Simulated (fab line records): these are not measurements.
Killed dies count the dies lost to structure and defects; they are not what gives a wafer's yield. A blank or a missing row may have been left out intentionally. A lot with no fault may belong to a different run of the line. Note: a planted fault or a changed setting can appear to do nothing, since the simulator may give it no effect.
Which tool did it? / flow sky130 / Sampling: 15 lots, 45 wafers, 4 of 708 route steps

WHAT THE GAUGES SHOWED, per wafer
SKY_CAP2M_THK_MEAS_01.
lot=L192; measured=day 39 17:58; on=film-metro-03; CAP2M_CVD_00_THK (nm)=15.42 15.57 15.49
lot=L193; measured=day 40 04:44; on=film-metro-03; CAP2M_CVD_00_THK (nm)=15.27 15.57 15.69
lot=L196; measured=day 41 13:26; on=film-metro-03; CAP2M_CVD_00_THK (nm)=15.38 15.16 15.60
lot=L197; measured=day 41 20:34; on=film-metro-02; CAP2M_CVD_00_THK (nm)=15.54 15.93 15.90
lot=L198; measured=day 42 04:16; on=film-metro-03; CAP2M_CVD_00_THK (nm)=15.39 15.16 15.36
lot=L200; measured=day 42 12:05; on=film-metro-04; CAP2M_CVD_00_THK (nm)=14.99 15.28 15.29
lot=L199; measured=day 42 14:22; on=film-metro-02; CAP2M_CVD_00_THK (nm)=15.55 15.52 15.72
lot=L201; measured=day 42 14:51; on=film-metro-02; CAP2M_CVD_00_THK (nm)=15.08 15.31 15.19
lot=L204; measured=day 43 12:01; on=film-metro-02; CAP2M_CVD_00_THK (nm)=14.83 15.42 15.05
lot=L206; measured=day 44 15:38; on=film-metro-02; CAP2M_CVD_00_THK (nm)=15.77 15.78 15.53
lot=L207; measured=day 44 16:13; on=film-metro-03; CAP2M_CVD_00_THK (nm)=15.59 15.62 15.71
lot=L205; measured=day 44 16:22; on=film-metro-03; CAP2M_CVD_00_THK (nm)=15.65 16.03 15.10
lot=L212; measured=day 46 06:10; on=film-metro-03; CAP2M_CVD_00_THK (nm)=15.25 15.25 15.44
lot=L211; measured=day 46 07:04; on=film-metro-03; CAP2M_CVD_00_THK (nm)=15.08 15.82 15.43
lot=L213; measured=day 46 10:59; on=film-metro-03; CAP2M_CVD_00_THK (nm)=14.96 15.77 15.40

SKY_METAL5_THK_MEAS_06: measures by xrf.
lot=L192; measured=day 42 21:19; on=film-metro-02; METAL5_ALCU_THK (nm)=1139 1135 1143
lot=L193; measured=day 43 07:44; on=film-metro-02; METAL5_ALCU_THK (nm)=1173 1168 1168
lot=L196; measured=day 44 13:10; on=film-metro-03; METAL5_ALCU_THK (nm)=1169 1142 1157
lot=L197; measured=day 44 20:23; on=film-metro-02; METAL5_ALCU_THK (nm)=1171 1169 1188
lot=L198; measured=day 45 01:41; on=film-metro-02; METAL5_ALCU_THK (nm)=1168 1172 1156
lot=L200; measured=day 45 10:43; on=film-metro-03; METAL5_ALCU_THK (nm)=1189 1188 1183
lot=L199; measured=day 45 13:22; on=film-metro-03; METAL5_ALCU_THK (nm)=1180 1199 1209
lot=L201; measured=day 45 13:36; on=film-metro-02; METAL5_ALCU_THK (nm)=1189 1169 1185
lot=L205; measured=day 47 10:47; on=film-metro-01; METAL5_ALCU_THK (nm)=1183 1161 1194
lot=L212; measured=day 48 19:54; on=film-metro-02; METAL5_ALCU_THK (nm)=1169 1167 1162
lot=L211; measured=day 48 20:30; on=film-metro-02; METAL5_ALCU_THK (nm)=1163 1165 1168
lot=L213; measured=day 49 00:25; on=film-metro-01; METAL5_ALCU_THK (nm)=1180 1182 1172

WHAT TOOL EACH LOT RAN ON (gives the tool, then ch and the chambers of the sampled wafers, and finally the start)
lot=L192; SKY_METAL4_ETCH_17=rie-diel-01 ch 0,3, day 41 18:55; SKY_VIA4_DEVELOP_10=litho-track-01 ch 0, day 42 19:17
lot=L193; SKY_METAL4_ETCH_17=rie-diel-01 ch 0,1,3, day 42 05:07; SKY_VIA4_DEVELOP_10=litho-track-03 ch 0, day 43 05:45
lot=L196; SKY_METAL4_ETCH_17=rie-diel-02 ch 0,2,3, day 43 12:01; SKY_VIA4_DEVELOP_10=litho-track-01 ch 0, day 44 11:20
lot=L197; SKY_METAL4_ETCH_17=rie-diel-03 ch 2,3, day 43 19:34; SKY_VIA4_DEVELOP_10=litho-track-02 ch 0, day 44 18:34
lot=L198; SKY_METAL4_ETCH_17=rie-diel-01 ch 0,1,3, day 44 02:04; SKY_VIA4_DEVELOP_10=litho-track-01 ch 0, day 44 23:52
lot=L200; SKY_METAL4_ETCH_17=rie-diel-03 ch 0,1, day 44 09:49; SKY_VIA4_DEVELOP_10=litho-track-01 ch 0, day 45 08:55
lot=L199; SKY_METAL4_ETCH_17=rie-diel-03 ch 0,1,2, day 44 13:28; SKY_VIA4_DEVELOP_10=litho-track-02 ch 0, day 45 11:25
lot=L201; SKY_METAL4_ETCH_17=rie-diel-01 ch 0,1,2, day 44 13:48; SKY_VIA4_DEVELOP_10=litho-track-01 ch 0, day 45 11:46
lot=L204; SKY_METAL4_ETCH_17=rie-diel-03 ch 0,2,3, day 45 08:31; SKY_VIA4_DEVELOP_10=litho-track-01, day 46 06:22
lot=L206; SKY_METAL4_ETCH_17=rie-diel-03 ch 1,2, day 46 10:41; SKY_VIA4_DEVELOP_10=litho-track-01, day 47 08:28
lot=L207; SKY_METAL4_ETCH_17=rie-diel-02 ch 0,2,3, day 46 10:55; SKY_VIA4_DEVELOP_10=litho-track-02, day 47 08:41
lot=L205; SKY_METAL4_ETCH_17=rie-diel-01 ch 1,2,3, day 46 11:16; SKY_VIA4_DEVELOP_10=litho-track-01 ch 0, day 47 08:44
lot=L212; SKY_METAL4_ETCH_17=rie-diel-03 ch 2,3, day 47 22:10; SKY_VIA4_DEVELOP_10=litho-track-02 ch 0, day 48 17:46
lot=L211; SKY_METAL4_ETCH_17=rie-diel-02 ch 0,3, day 47 22:58; SKY_VIA4_DEVELOP_10=litho-track-03 ch 0, day 48 17:58
lot=L213; SKY_METAL4_ETCH_17=rie-diel-02 ch 0,1,2, day 48 03:13; SKY_VIA4_DEVELOP_10=litho-track-03 ch 0, day 48 22:22
- SKY_METAL4_ETCH_17: etches SiO2 in C4F8/O2/Ar, stops on TiN, time 3.9 s, target depth 15 nm.
- SKY_VIA4_DEVELOP_10: develop time 60 s.

AS READ BY THE TOOLS THEMSELVES (means over the sampled wafers that have a number; for cases with no such wafer, the mark the record gives instead)
SKY_METAL4_ETCH_17.
lot=L192; tool=rie-diel-01; oes-product-au (a.u.)=0.752
lot=L193; tool=rie-diel-01; oes-product-au (a.u.)=0.757
lot=L196; tool=rie-diel-02; oes-product-au (a.u.)=0.752
lot=L197; tool=rie-diel-03; oes-product-au (a.u.)=0.762
lot=L198; tool=rie-diel-01; oes-product-au (a.u.)=0.749
lot=L200; tool=rie-diel-03; oes-product-au (a.u.)=0.747
lot=L199; tool=rie-diel-03; oes-product-au (a.u.)=0.755
lot=L201; tool=rie-diel-01; oes-product-au (a.u.)=0.745
lot=L204; tool=rie-diel-03; oes-product-au (a.u.)=0.748
lot=L206; tool=rie-diel-03; oes-product-au (a.u.)=0.761
lot=L207; tool=rie-diel-02; oes-product-au (a.u.)=0.757
lot=L205; tool=rie-diel-01; oes-product-au (a.u.)=0.759
lot=L212; tool=rie-diel-03; oes-product-au (a.u.)=0.752
lot=L211; tool=rie-diel-02; oes-product-au (a.u.)=0.750
lot=L213; tool=rie-diel-02; oes-product-au (a.u.)=0.750

SKY_VIA4_DEVELOP_10.
lot=L192; tool=litho-track-01; chill-plate-temp-C (C)=22.93; developer-temp-C (C)=22.97
lot=L193; tool=litho-track-03; chill-plate-temp-C (C)=23.11; developer-temp-C (C)=23.00
lot=L196; tool=litho-track-01; chill-plate-temp-C (C)=22.98; developer-temp-C (C)=22.97
lot=L197; tool=litho-track-02; chill-plate-temp-C (C)=23.03; developer-temp-C (C)=22.99
lot=L198; tool=litho-track-01; chill-plate-temp-C (C)=22.88; developer-temp-C (C)=23.07
lot=L200; tool=litho-track-01; chill-plate-temp-C (C)=22.99; developer-temp-C (C)=22.93
lot=L199; tool=litho-track-02; chill-plate-temp-C (C)=23.14; developer-temp-C (C)=22.92
lot=L201; tool=litho-track-01; chill-plate-temp-C (C)=23.03; developer-temp-C (C)=23.05
lot=L204; tool=litho-track-01; chill-plate-temp-C (C)=-; developer-temp-C (C)=-
lot=L206; tool=litho-track-01; chill-plate-temp-C (C)=-; developer-temp-C (C)=-
lot=L207; tool=litho-track-02; chill-plate-temp-C (C)=-; developer-temp-C (C)=-
lot=L205; tool=litho-track-01; chill-plate-temp-C (C)=22.84; developer-temp-C (C)=22.94
lot=L212; tool=litho-track-02; chill-plate-temp-C (C)=23.02; developer-temp-C (C)=22.99
lot=L211; tool=litho-track-03; chill-plate-temp-C (C)=22.94; developer-temp-C (C)=23.06
lot=L213; tool=litho-track-03; chill-plate-temp-C (C)=22.93; developer-temp-C (C)=23.01

THE ANSWER, worked out from the rows above alone
Rule: what is usual is taken from the lots themselves. The widest of any qualifying gaps counts: lots, ordered by their means at a reading, are off when they make up no more than a third of the lots, leave a main group of 4 or more, and stand apart from it by 3 or more times the standard deviation of that group's means. The tables above print the reading to a certain number of digits; a main group whose means all agree to those digits is not used. Also off: a lot with no number at a reading for which 4 or more lots have one. Any other lot the step has rows for is counted as sound. After the gauges, taken in route order, come the tools' own readings; for these a lot's mean is taken, as printed above. The first step at which some lot is off is used, and at that step the reading that is off furthest; a lot without a number counts as furthest.
Off: L204, L206, L207 (SKY_VIA4_DEVELOP_10, chill-plate-temp-C). Without a number there: L204, L206, L207. Mean 22.98 C and standard deviation 0.084 in the main group.
A tool fits if, at that step or a process step before it, it ran every lot that is off, and no sound lot after the first of them. Of those tried, none fits.

WHAT THE SIMULATOR PUT IN
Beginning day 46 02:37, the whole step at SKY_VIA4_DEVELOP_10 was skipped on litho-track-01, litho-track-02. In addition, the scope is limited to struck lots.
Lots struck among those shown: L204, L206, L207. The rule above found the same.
